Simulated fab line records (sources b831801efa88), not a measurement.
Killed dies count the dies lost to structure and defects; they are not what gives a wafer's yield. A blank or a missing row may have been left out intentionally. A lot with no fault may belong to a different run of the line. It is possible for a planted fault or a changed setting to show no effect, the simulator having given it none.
The tool behind it: which one? -- flow gf180mcu -- 13 lots with 39 wafers sampled at 4 steps, on a route of 602 steps

## WHAT THE GAUGES SHOWED, per wafer
GF_STI_THK_MEAS_22. Usual: STI_OXIDATION_01_THK gives 15.1 nm (standard deviation 0.31).
lot,measured,on,STI_OXIDATION_01_THK (nm),flag
L855,day 2 03:28,film_metro-02,15.3 15.4 15.2,
L856,day 2 08:56,film_metro-02,15.1 15.2 15.5,
L857,day 2 15:39,film_metro-02,14.6 14.6 14.6,
L858,day 2 18:43,film_metro-02,15.2 15.1 15.2,
L859,day 2 23:35,film_metro-03,15.6 15.5 15.5,
L860,day 3 04:46,film_metro-02,15.0 15.0 15.0,
L862,day 3 16:22,film_metro-02,15.2 14.7 15.1,
L866,day 4 17:07,film_metro-02,15.1 15.2 15.3,
L868,day 5 08:05,film_metro-03,15.0 14.8 15.1,
L870,day 5 16:05,film_metro-02,15.4 15.2 15.3,
L872,day 6 04:04,film_metro-04,15.1 15.1 14.9,
L874,day 6 12:40,film_metro-03,14.8 15.2 15.2,
L876,day 6 21:40,film_metro-02,14.4 14.6 14.4,

GF_DNWELL_TW_MEAS_09. Usual: DNWELL_TW gives 1356 (standard deviation 7.1).
lot,measured,on,DNWELL_TW,flag
L855,day 2 19:01,film_metro-02,1361 1369 1366,
L856,day 2 23:56,film_metro-04,1362 1368 1364,
L857,day 3 07:55,film_metro-02,1347 1349 1350,
L858,day 3 10:32,film_metro-02,1345 1350 1350,
L859,day 3 15:02,film_metro-02,1353 1360 1367,
L860,day 3 20:38,film_metro-04,1355 1347 1353,
L862,day 4 08:53,film_metro-02,1346 1348 1347,
L866,day 5 16:21,film_metro-02,1345 1340 1346,
L868,day 6 03:59,film_metro-02,1064 1059 1061,OFF
L870,day 6 13:43,film_metro-01,1060 1062 1064,OFF
L872,day 7 01:56,film_metro-02,1370 1368 1358,
L874,day 7 09:07,film_metro-04,1357 1351 1358,
L876,day 7 16:59,film_metro-02,1363 1358 1360,

GF_NSD_OVL_MEAS_08. Usual: NSD_OVL gives -1.2 nm (standard deviation 1.4).
lot,measured,on,NSD_OVL (nm),flag
L855,day 13 01:53,overlay-01,-2.9 -1.2 -1.6,
L856,day 13 05:51,overlay-01,-3.9 -3.6 -2.5,
L857,day 13 14:53,overlay-02,-0.9 -0.4 -1.3,
L858,day 14 04:23,overlay-02,-1.8 0.1 -1.9,
L859,day 14 06:42,overlay-01,0.0 0.4 0.4,
L860,day 14 13:08,overlay-02,0.2 0.8 -1.5,
L862,day 15 11:24,overlay-01,0.1 -0.5 -0.6,
L866,day 17 16:54,overlay-02,-1.3 -0.4 -1.2,
L868,day 18 09:41,overlay-01,0.4 0.4 0.9,
L870,day 19 07:29,overlay-02,-0.9 -0.8 -1.2,
L872,day 20 01:26,overlay-02,0.4 0.6 -0.4,
L874,day 20 08:32,overlay-01,-1.8 -1.4 -1.6,
L876,day 21 00:12,overlay-01,-1.5 -2.2 -2.5,

## TOOL THAT RAN EACH LOT (tool first, then ch and the chambers of the sampled wafers, then the start)
lot,GF_DNWELL_IMPLANT_07
L855,"implanter-04 ch 0, day 2 18:46"
L856,"implanter-04 ch 0, day 2 23:41"
L857,"implanter-04 ch 0, day 3 07:40"
L858,"implanter-03 ch 0, day 3 10:17"
L859,"implanter-04 ch 0, day 3 14:49"
L860,"implanter-03 ch 0, day 3 20:22"
L862,"implanter-04 ch 0, day 4 08:38"
L866,"implanter-04 ch 0, day 5 16:08"
L868,"implanter-04 ch 0, day 6 03:44"
L870,"implanter-04 ch 0, day 6 13:29"
L872,"implanter-01 ch 0, day 7 01:41"
L874,"implanter-03 ch 0, day 7 08:53"
L876,"implanter-01 ch 0, day 7 16:47"
- GF_DNWELL_IMPLANT_07

## WHAT THE TOOLS THEMSELVES READ (means of the sampled wafers that have a number; where no wafer has one, the mark that the record gives instead)
GF_DNWELL_IMPLANT_07. Usual: dose_ions_cm2 1.0002e+13, standard deviation 1.1e+10; faraday_current_uA 56.4, standard deviation 1.2.
lot,tool,dose_ions_cm2,faraday_current_uA,flag
L855,implanter-04,1.0011e+13,57.0,
L856,implanter-04,1.0009e+13,56.1,
L857,implanter-04,9.9950e+12,56.1,
L858,implanter-03,9.9987e+12,56.4,
L859,implanter-04,9.9980e+12,57.0,
L860,implanter-03,1.0023e+13,56.5,
L862,implanter-04,1.0004e+13,56.8,
L866,implanter-04,9.9917e+12,56.7,
L868,implanter-04,4.7303e+12,27.0,OFF
L870,implanter-04,4.7300e+12,27.0,OFF
L872,implanter-01,9.9923e+12,56.9,
L874,implanter-03,1.0002e+13,54.2,
L876,implanter-01,1.0008e+13,56.6,

## THE ANSWER, worked out from the rows above alone
Rule: take the mean of a lot's wafers that have a number; if it is more than 3 standard deviations from the usual mean, the lot is off. A lot without any number at a reading at which 4 lots or more have one is off too. Any other lot the step has rows for is counted as sound. After the gauges, taken in route order, come the tools' own readings; for these a lot's mean is taken, as printed above. At the first step where some lot is off, the reading lying furthest off is the one used; lots without a number count as furthest.
Off: L868, L870, seen at GF_DNWELL_TW_MEAS_09 (DNWELL_TW).
If a tool, at a process step before that reading, ran all the lots that are off and no sound lot after the first of them, it fits. Not tried: the gauges at GF_DNWELL_TW_MEAS_09; whatever is off there is also off at GF_DNWELL_IMPLANT_07, on other tools, and gauge error can't account for it. One candidate fits, namely implanter-04 at GF_DNWELL_IMPLANT_07. A fault onset in the window from L866 (day 5 16:08, its last sound lot) to L868 (day 6 03:44, its first lot off) fits.
The tool's own readings at GF_DNWELL_IMPLANT_07 bear it out: on the lots that are off they differ by more than 5 times the standard deviation of the sound lots' means. dose_ions_cm2 reads 4.7302e+12 there against 1.0003e+13 on the sound lots; faraday_current_uA reads 27.0 there against 56.4 on the sound lots.

## WHAT THE SIMULATOR HAD PUT IN
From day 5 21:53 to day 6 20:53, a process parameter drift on implanter-04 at GF_DNWELL_IMPLANT_07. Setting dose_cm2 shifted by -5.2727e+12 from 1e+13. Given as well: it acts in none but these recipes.
Lots struck among those shown: L868, L870. The rule above found the same.
